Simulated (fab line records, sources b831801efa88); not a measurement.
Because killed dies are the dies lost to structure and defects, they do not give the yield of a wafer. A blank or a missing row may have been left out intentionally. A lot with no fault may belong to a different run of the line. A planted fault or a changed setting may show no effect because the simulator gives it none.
Problem report in the 8D (eight disciplines) form, filled by code + flow sky130 + the parts of the form that need people (team, actions taken, sign-off) are left out

1. WHAT WENT WRONG
Mean of overpolish run s at SKY_VIA3_CMP_24: 0.036 s over 3 wafers from 1 lot, against 20.000 s (standard deviation 0.0094) on wafers with no fault. That is -99 or more standard deviations from the usual mean.
The step: polishes, stops on SiO2, t overpolish 20 s, target thk 0 nm.
First observed at day 44 07:10: wafer L774.4, on cmp-02. The record holds 33 wafers of 11 lots with a number at this step. Rule for "out" (also "out of limits"): further than 4 standard deviations from the usual mean. The other wafers with a number count as sound.

2. WHAT IT IS AND WHAT IT IS NOT
| question                    | is                                   | is not                                                                          |
|-----------------------------|--------------------------------------|---------------------------------------------------------------------------------|
| which readings at this step | overpolish run s, time to endpoint s | slurry flow ml min                                                              |
| which lots                  | L774                                 | L759, L761, L764, L765, L766, L767, L768, L776, L778, L781                      |
| which wafers of those lots  | all that have a number               | -                                                                               |
| read on which tools         | cmp-02                               | cmp-01                                                                          |
| when                        | from day 44 07:10                    | up to then (21 sound wafers); but 9 sound wafers of L776, L778, L781 came after |

3. WHAT RULES OUT EACH SUSPECT
Counting: a tool at a process step up to the reading stays a suspect if it ran every lot that is out and no sound lot after the first of them.
- rie diel-01 at SKY_VIA2_ETCH_15 (etches SiO2 in C4F8/O2/Ar, stops on TiN, target depth 546 nm, time 84 s): kept. It ran the lot that is out, L774 (day 41 02:17), and no sound lot after that; its last sound lot up to then is L766 (day 38 21:53).
- plasma asher-04 at SKY_VIA2_STRIP_16 (strips in O2/N2): ruled out as a lasting fault. After its first lot that is out, L774 (day 41 02:21), sound lots L776, L781 ran on it.
- pvd sputter-02 at SKY_METAL3_SPUTTER_04 (material TiN, target thk 70 nm, time 58.3 s): ruled out as a lasting fault. After its first lot that is out, L774 (day 41 04:35), sound lots L781 ran on it.
- cmp-02 at SKY_VIA3_CMP_24 (polishes, stops on SiO2, t overpolish 20 s, target thk 0 nm): kept. It ran the lot that is out, L774 (day 44 07:10), and no sound lot after that; its last sound lot up to then is L767 (day 43 10:14). Out on those wafers are its own readings of overpolish run s, time to endpoint s.
After counting, rie diel-01 at SKY_VIA2_ETCH_15 and cmp-02 at SKY_VIA3_CMP_24 remain.

4. THE CAUSE (what the simulator had put in)
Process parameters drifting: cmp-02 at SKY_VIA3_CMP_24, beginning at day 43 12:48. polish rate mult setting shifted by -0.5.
After counting, 2 suspects remain, this tool included.

5. SEQUENCE OF EFFECTS, ordered by route
One row per reading whose mean, taken over the struck wafers that have a number, lies over 3 standard deviations from the usual. Scope: only readings with a usual standard deviation given in the record; hours: median across lots of the time from each lot's start at the first step in this table that gives one to its start at this step; sigmas: change in usual standard deviations.
| hours | step                  | reading              | usual    | on struck wafers | change  | sigmas      |
|-------|-----------------------|----------------------|----------|------------------|---------|-------------|
| 0     | SKY_VIA3_CMP_24       | overpolish run s     | 20.000 s | 0.036            | -19.964 | -99 or more |
| 0     | SKY_VIA3_CMP_24       | time to endpoint s   | 95 s     | 149              | +54     | +12         |
| 127   | SKY_PAD_OPEN_PROBE_99 | defect limited yield | 82.8 %   | 0.0              | -82.8   | -44         |
| 127   | SKY_PAD_OPEN_PROBE_99 | killed_at_M0_to_M3   | 43       | 456              | +413    | +55         |
| 127   | SKY_PAD_OPEN_PROBE_99 | killed dies          | 84       | 492              | +408    | +43         |
| 127   | SKY_PAD_OPEN_PROBE_99 | killed on rim        | 16       | 96               | +80     | +24         |
| 127   | SKY_PAD_OPEN_PROBE_99 | sort_bin_3_pad_short | 0.8 %    | 85.0             | +84.2   | +99 or more |
| 127   | SKY_PAD_OPEN_PROBE_99 | sort n pass          | 408      | 0                | -408    | -43         |
| 127   | SKY_PAD_OPEN_PROBE_99 | sort yield pct       | 82.8 %   | 0.0              | -82.8   | -44         |
Process steps it contains:
- SKY_VIA3_CMP_24: polishes, stops on SiO2, t overpolish 20 s, target thk 0 nm.
- SKY_PAD_OPEN_PROBE_99

6. HOW IT WOULD HAVE BEEN CAUGHT EARLIER
The fault began at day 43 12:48; the first out-of-limits reading in this record came at day 44 07:10, 18 hours later.
